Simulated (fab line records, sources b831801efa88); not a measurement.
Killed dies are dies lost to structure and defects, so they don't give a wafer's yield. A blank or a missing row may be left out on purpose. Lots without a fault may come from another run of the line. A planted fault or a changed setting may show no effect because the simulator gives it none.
Tool commonality check | flow sky130 | 11 lots, 32 wafers sampled

WHY IT WAS OPENED
At SKY_CONTACT_CD_MEAS_14 the reading cd_nm is flagged on 4 of 11 lots. Wafers without a fault read 169.9 nm, standard deviation 1.3.
Rule: a lot is flagged when every wafer of it that has a number lies more than 4 standard deviations from that mean, or none has a number. The other lots count as sound.

lot  | measured     | on        | cd_nm (nm), wafer by wafer | flag
L219 | day 31 23:41 | cd_sem-02 | 169.0 170.2 168.1          |
L220 | day 32 09:49 | cd_sem-02 | 168.4 169.1 168.0          |
L222 | day 33 05:04 | cd_sem-01 | 168.8 171.5 171.0          |
L223 | day 33 06:34 | cd_sem-02 | 170.2 170.2 169.2          |
L225 | day 33 19:24 | cd_sem-02 | 194.4 194.3                | FLAGGED
L227 | day 34 08:48 | cd_sem-02 | 190.3 190.5 189.8          | FLAGGED
L228 | day 34 10:23 | cd_sem-02 | 189.0 188.4 190.6          | FLAGGED
L232 | day 35 19:02 | cd_sem-01 | 167.3 168.6 168.7          |
L229 | day 35 23:46 | cd_sem-02 | 183.2 183.9 184.0          | FLAGGED
L236 | day 37 11:04 | cd_sem-02 | 169.5 170.4 170.0          |
L238 | day 37 17:13 | cd_sem-01 | 167.8 168.9 167.1          |
The numbers of the flagged lots are 188.9 nm on average: +19.0 nm against the usual, or +15 standard deviations.

WHICH TOOL RAN EACH LOT
The record holds 2 process steps before the reading, out of a route of 708 steps. In each cell: the tool, then ch and the chambers that the sampled wafers went through, then the start.
lot  | flag    | SKY_LI_CONTACT_STRIP_16              | SKY_CONTACT_EXPOSE_11
L219 |         | plasma_asher-02 ch 0,1, day 29 14:37 | krf_scanner-01 ch 0, day 31 10:37
L220 |         | plasma_asher-02 ch 0,1, day 30 00:11 | krf_scanner-01 ch 0, day 31 20:31
L222 |         | plasma_asher-02 ch 0,1, day 30 20:28 | krf_scanner-01 ch 0, day 32 15:37
L223 |         | plasma_asher-02 ch 0,1, day 30 21:38 | krf_scanner-02 ch 0, day 32 17:11
L225 | FLAGGED | plasma_asher-03 ch 1, day 31 10:59   | krf_scanner-01 ch 0, day 33 06:20
L227 | FLAGGED | plasma_asher-01 ch 0,1, day 32 01:02 | krf_scanner-01 ch 0, day 33 20:26
L228 | FLAGGED | plasma_asher-03 ch 0,1, day 32 03:17 | krf_scanner-01 ch 0, day 33 21:40
L232 |         | plasma_asher-02 ch 0,1, day 33 12:15 | krf_scanner-02 ch 0, day 35 06:01
L229 | FLAGGED | plasma_asher-01 ch 0,1, day 33 16:22 | krf_scanner-01 ch 0, day 35 11:07
L236 |         | plasma_asher-03 ch 0,1, day 35 03:51 | krf_scanner-02 ch 0, day 36 22:59
L238 |         | plasma_asher-01 ch 0,1, day 35 11:22 | krf_scanner-02 ch 0, day 37 04:52
What these steps do:
- SKY_LI_CONTACT_STRIP_16: strips in O2/N2.
- SKY_CONTACT_EXPOSE_11: exposes mask CTM1, target cd 170 nm.
- SKY_CONTACT_CD_MEAS_14: target cd 170 nm.

FLAGGED OVER TOTAL, TOOL BY TOOL (the gauges that took the reading come last)
step                    | tool            | lots run | flagged | share of the flagged lots | sound lots run after its first flagged lot
SKY_LI_CONTACT_STRIP_16 | plasma_asher-01 | 3        | 2       | some                      | 1 (L238)
SKY_LI_CONTACT_STRIP_16 | plasma_asher-02 | 5        | 0       | none                      | -
SKY_LI_CONTACT_STRIP_16 | plasma_asher-03 | 3        | 2       | some                      | 1 (L236)
SKY_CONTACT_EXPOSE_11   | krf_scanner-01  | 7        | 4       | all                       | 0
SKY_CONTACT_EXPOSE_11   | krf_scanner-02  | 4        | 0       | none                      | -
SKY_CONTACT_CD_MEAS_14  | cd_sem-01       | 3        | 0       | none                      | -
SKY_CONTACT_CD_MEAS_14  | cd_sem-02       | 8        | 4       | all                       | 1 (L236)

WHAT THE TABLE ALLOWS
2 rows of the table ran every flagged lot: krf_scanner-01 at SKY_CONTACT_EXPOSE_11, cd_sem-02 at SKY_CONTACT_CD_MEAS_14.
- krf_scanner-01 at SKY_CONTACT_EXPOSE_11: 4 of its 7 lots flagged. Its last sound lot is L222 (day 32 15:37), its first flagged lot L225 (day 33 06:20): a fault that began between those two fits. Its own readings lie more than 4 standard deviations out on every wafer of the flagged lots: exposure_dose_mJ_cm2.
- cd_sem-02 at SKY_CONTACT_CD_MEAS_14: 4 of its 8 lots flagged. Sound lots ran on it after the first flagged one (L236), which a lasting fault on the whole tool wouldn't allow.
One tool is left: krf_scanner-01 at SKY_CONTACT_EXPOSE_11.

WHAT THE SIMULATOR HAD PUT IN
Process parameter drift: krf_scanner-01, from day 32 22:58 on, at SKY_CONTACT_EXPOSE_11. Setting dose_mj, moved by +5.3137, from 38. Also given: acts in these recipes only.
Lots struck among those shown: L225, L227, L228, L229. The rule above found the same.
